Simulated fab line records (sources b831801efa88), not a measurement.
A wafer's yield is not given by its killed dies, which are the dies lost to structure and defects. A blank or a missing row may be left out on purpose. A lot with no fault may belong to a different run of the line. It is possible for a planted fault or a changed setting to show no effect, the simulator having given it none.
The tool behind it: which one? + flow sky130 + 33 wafers from 11 lots sampled at 6 of the route's 708 steps

== WHAT THE GAUGES SHOWED, per wafer ==
SKY_SD_P_OVL_MEAS_08.
| lot  | measured     | on         | SD_P_OVL (nm)  |
|------|--------------|------------|----------------|
| L637 | day 25 21:36 | overlay-01 | 1.4 0.7 -1.4   |
| L640 | day 27 13:23 | overlay-02 | -1.6 -1.7 -0.4 |
| L643 | day 28 17:40 | overlay-01 | -0.6 -1.0 0.4  |
| L645 | day 29 09:15 | overlay-01 | -0.9 2.4 3.6   |
| L647 | day 30 01:15 | overlay-01 | 0.6 1.0 -0.9   |
| L648 | day 30 10:09 | overlay-01 | 4.1 3.6 2.8    |
| L654 | day 32 07:59 | overlay-02 | -0.3 -0.5 0.7  |
| L656 | day 32 18:02 | overlay-01 | 0.9 1.1 -0.2   |
| L657 | day 32 23:44 | overlay-01 | -0.8 1.6 0.6   |
| L658 | day 33 10:22 | overlay-01 | -1.2 0.4 -2.9  |
| L659 | day 33 13:50 | overlay-01 | -0.2 0.0 0.0   |

SKY_SD_N_RS_MEAS_16: a four-point-probe measurement.
| lot  | measured     | on            | SD_N_RS (ohm/sq)  |
|------|--------------|---------------|-------------------|
| L637 | day 28 09:25 | film-metro-03 | 68.85 68.82 68.69 |
| L640 | day 30 00:23 | film-metro-01 | 68.46 68.70 68.54 |
| L643 | day 31 04:50 | film-metro-01 | 68.36 68.44 68.33 |
| L645 | day 31 19:36 | film-metro-02 | 66.21 66.04 66.30 |
| L647 | day 32 11:07 | film-metro-01 | 65.98 66.13 66.15 |
| L648 | day 32 19:51 | film-metro-03 | 68.60 68.60 68.58 |
| L654 | day 34 14:43 | film-metro-01 | 68.53 68.37 68.59 |
| L656 | day 35 00:08 | film-metro-01 | 68.45 68.50 68.41 |
| L657 | day 35 06:23 | film-metro-02 | 68.45 68.70 68.56 |
| L658 | day 35 15:46 | film-metro-03 | 68.78 68.90 68.71 |
| L659 | day 35 20:35 | film-metro-02 | 68.60 68.50 68.46 |

SKY_SD_N_RS_MEAS_17: a four-point-probe measurement.
| lot  | measured     | on            | SD_P_RS (ohm/sq)  |
|------|--------------|---------------|-------------------|
| L637 | day 28 09:32 | film-metro-03 | 147.4 147.5 147.6 |
| L640 | day 30 00:31 | film-metro-01 | 146.8 147.6 147.2 |
| L643 | day 31 04:58 | film-metro-01 | 146.7 147.1 146.7 |
| L645 | day 31 19:43 | film-metro-02 | 135.8 135.5 135.6 |
| L647 | day 32 11:14 | film-metro-01 | 135.3 135.4 135.3 |
| L648 | day 32 19:58 | film-metro-03 | 147.1 146.6 146.5 |
| L654 | day 34 14:50 | film-metro-01 | 147.0 146.8 146.3 |
| L656 | day 35 00:15 | film-metro-01 | 146.8 146.1 146.7 |
| L657 | day 35 06:30 | film-metro-02 | 147.1 147.8 147.1 |
| L658 | day 35 15:53 | film-metro-03 | 147.1 147.6 147.6 |
| L659 | day 35 20:43 | film-metro-02 | 146.8 147.1 147.0 |

== WHAT TOOL EACH LOT RAN ON (gives the tool, then ch and the chambers of the sampled wafers, and finally the start) ==
| lot  | SKY_POLY_CUT_ETCH_10               | SKY_POLY_CUT_STRIP_12                | SKY_SD_N_RTA_14                  |
|------|------------------------------------|--------------------------------------|----------------------------------|
| L637 | rie-diel-01 ch 0,1,3, day 24 15:08 | plasma-asher-03 ch 0,1, day 24 15:15 | rtp-anneal-01 ch 0, day 28 09:12 |
| L640 | rie-diel-01 ch 0,2,3, day 26 06:44 | plasma-asher-03 ch 0,1, day 26 06:51 | rtp-anneal-02 ch 0, day 30 00:11 |
| L643 | rie-diel-03 ch 0,1,2, day 27 12:43 | plasma-asher-03 ch 0,1, day 27 12:47 | rtp-anneal-01 ch 0, day 31 04:40 |
| L645 | rie-diel-04 ch 1,2,3, day 28 04:13 | plasma-asher-01 ch 0,1, day 28 04:17 | rtp-anneal-01 ch 0, day 31 19:26 |
| L647 | rie-diel-01 ch 0,3, day 28 20:40   | plasma-asher-03 ch 0,1, day 28 20:44 | rtp-anneal-01 ch 0, day 32 10:56 |
| L648 | rie-diel-01 ch 0,1,3, day 29 04:37 | plasma-asher-01 ch 0,1, day 29 04:42 | rtp-anneal-02 ch 0, day 32 19:41 |
| L654 | rie-diel-01 ch 1,2,3, day 31 03:11 | plasma-asher-01 ch 0,1, day 31 03:16 | rtp-anneal-02 ch 0, day 34 14:30 |
| L656 | rie-diel-03 ch 1,2, day 31 13:58   | plasma-asher-04 ch 0,1, day 31 14:04 | rtp-anneal-02 ch 0, day 34 23:56 |
| L657 | rie-diel-04 ch 1,2,3, day 31 20:28 | plasma-asher-04 ch 0,1, day 31 20:32 | rtp-anneal-01 ch 0, day 35 06:11 |
| L658 | rie-diel-03 ch 0,1,2, day 32 07:05 | plasma-asher-01 ch 0,1, day 32 07:10 | rtp-anneal-02 ch 0, day 35 15:35 |
| L659 | rie-diel-03 ch 0,1,2, day 32 11:01 | plasma-asher-01 ch 0,1, day 32 11:05 | rtp-anneal-01 ch 0, day 35 20:25 |
- SKY_POLY_CUT_ETCH_10: etches BARC in N2/H2, stops on SiO2, time 45.9 s, target depth 60 nm.
- SKY_POLY_CUT_STRIP_12: strips in O2/N2.
- SKY_SD_N_RTA_14: time 2 s.

== AS READ BY THE TOOLS THEMSELVES (means over the sampled wafers that have a number; for cases with no such wafer, the mark the record gives instead) ==
SKY_POLY_CUT_ETCH_10.
| lot  | tool        | drypump-motor-current-A (A) | oes-product-au (a.u.) | rf-fwd-power-W (W) | throttle-valve-pct (%) |
|------|-------------|-----------------------------|-----------------------|--------------------|------------------------|
| L637 | rie-diel-01 | 6.2                         | 0.857                 | 494.6              | 13.231                 |
| L640 | rie-diel-01 | 6.4                         | 0.854                 | 495.3              | 13.224                 |
| L643 | rie-diel-03 | 5.6                         | 0.852                 | 494.0              | 13.230                 |
| L645 | rie-diel-04 | 5.3                         | 0.865                 | 495.2              | 13.219                 |
| L647 | rie-diel-01 | 6.5                         | 0.851                 | 496.2              | 13.229                 |
| L648 | rie-diel-01 | 6.2                         | 0.851                 | 495.0              | 13.224                 |
| L654 | rie-diel-01 | 6.1                         | 0.856                 | 495.2              | 13.225                 |
| L656 | rie-diel-03 | 5.2                         | 0.851                 | 492.9              | 13.218                 |
| L657 | rie-diel-04 | 5.3                         | 0.856                 | 495.3              | 13.228                 |
| L658 | rie-diel-03 | 5.6                         | 0.855                 | 494.3              | 13.226                 |
| L659 | rie-diel-03 | 5.6                         | 0.856                 | 495.4              | 13.223                 |

SKY_POLY_CUT_STRIP_12.
| lot  | tool            | drypump-motor-current-A (A) | oes-product-au (a.u.) | strip-time-to-endpoint-s (s) |
|------|-----------------|-----------------------------|-----------------------|------------------------------|
| L637 | plasma-asher-03 | 5.6                         | 0.452                 | 5.365                        |
| L640 | plasma-asher-03 | 5.7                         | 0.453                 | 5.355                        |
| L643 | plasma-asher-03 | 5.7                         | 0.453                 | 5.379                        |
| L645 | plasma-asher-01 | 5.4                         | 0.451                 | 5.386                        |
| L647 | plasma-asher-03 | 5.7                         | 0.451                 | 5.357                        |
| L648 | plasma-asher-01 | 5.4                         | 0.455                 | 5.349                        |
| L654 | plasma-asher-01 | 5.4                         | 0.450                 | 5.364                        |
| L656 | plasma-asher-04 | 5.4                         | 0.449                 | 5.354                        |
| L657 | plasma-asher-04 | 5.5                         | 0.448                 | 5.369                        |
| L658 | plasma-asher-01 | 5.4                         | 0.454                 | 5.390                        |
| L659 | plasma-asher-01 | 5.7                         | 0.451                 | 5.363                        |

SKY_SD_N_RTA_14.
| lot  | tool          | lamp-power-pct (%) | ramp-up-c-per-s | wafer_temp_C_max |
|------|---------------|--------------------|-----------------|------------------|
| L637 | rtp-anneal-01 | 15.69              | 149.99          | 1077.9           |
| L640 | rtp-anneal-02 | 15.77              | 150.00          | 1077.7           |
| L643 | rtp-anneal-01 | 15.71              | 150.02          | 1078.1           |
| L645 | rtp-anneal-01 | 15.94              | 149.98          | 1091.6           |
| L647 | rtp-anneal-01 | 15.95              | 149.99          | 1091.1           |
| L648 | rtp-anneal-02 | 15.75              | 150.03          | 1078.9           |
| L654 | rtp-anneal-02 | 15.75              | 149.98          | 1077.5           |
| L656 | rtp-anneal-02 | 15.72              | 150.00          | 1077.8           |
| L657 | rtp-anneal-01 | 15.78              | 150.01          | 1078.4           |
| L658 | rtp-anneal-02 | 15.72              | 150.02          | 1077.1           |
| L659 | rtp-anneal-01 | 15.71              | 150.03          | 1078.1           |

== THE ANSWER, worked out from the rows above alone ==
Rule: the usual values come from the lots themselves. The widest of any qualifying gaps counts: lots, ordered by their means at a reading, are off when they make up no more than a third of the lots, leave a main group of 4 or more, and stand apart from it by 3 or more times the standard deviation of that group's means. A main group is skipped when, at the precision printed for the reading in the tables above, its means are all equal. A lot without any number at a reading at which 4 lots or more have one is off too. Any other lot the step has rows for is counted as sound. Order of review: gauges by route order, followed by the tools' own readings, for which a lot's mean as printed above is used. At the first step where some lot is off, the reading lying furthest off is the one used; lots without a number count as furthest.
Off: at SKY_SD_N_RS_MEAS_16 (SD_N_RS), L645, L647. Mean 68.57 ohm/sq and standard deviation 0.13 in the main group.
A tool fits if, at a process step before that reading, it ran every lot that is off, and no sound lot after the first of them. Not tried: the gauges at SKY_SD_N_RS_MEAS_16; whatever is off there is also off at SKY_SD_N_RTA_14, on other tools, and gauge error can't account for it. Not one of the candidates tried fits.

== WHAT THE SIMULATOR HAD PUT IN ==
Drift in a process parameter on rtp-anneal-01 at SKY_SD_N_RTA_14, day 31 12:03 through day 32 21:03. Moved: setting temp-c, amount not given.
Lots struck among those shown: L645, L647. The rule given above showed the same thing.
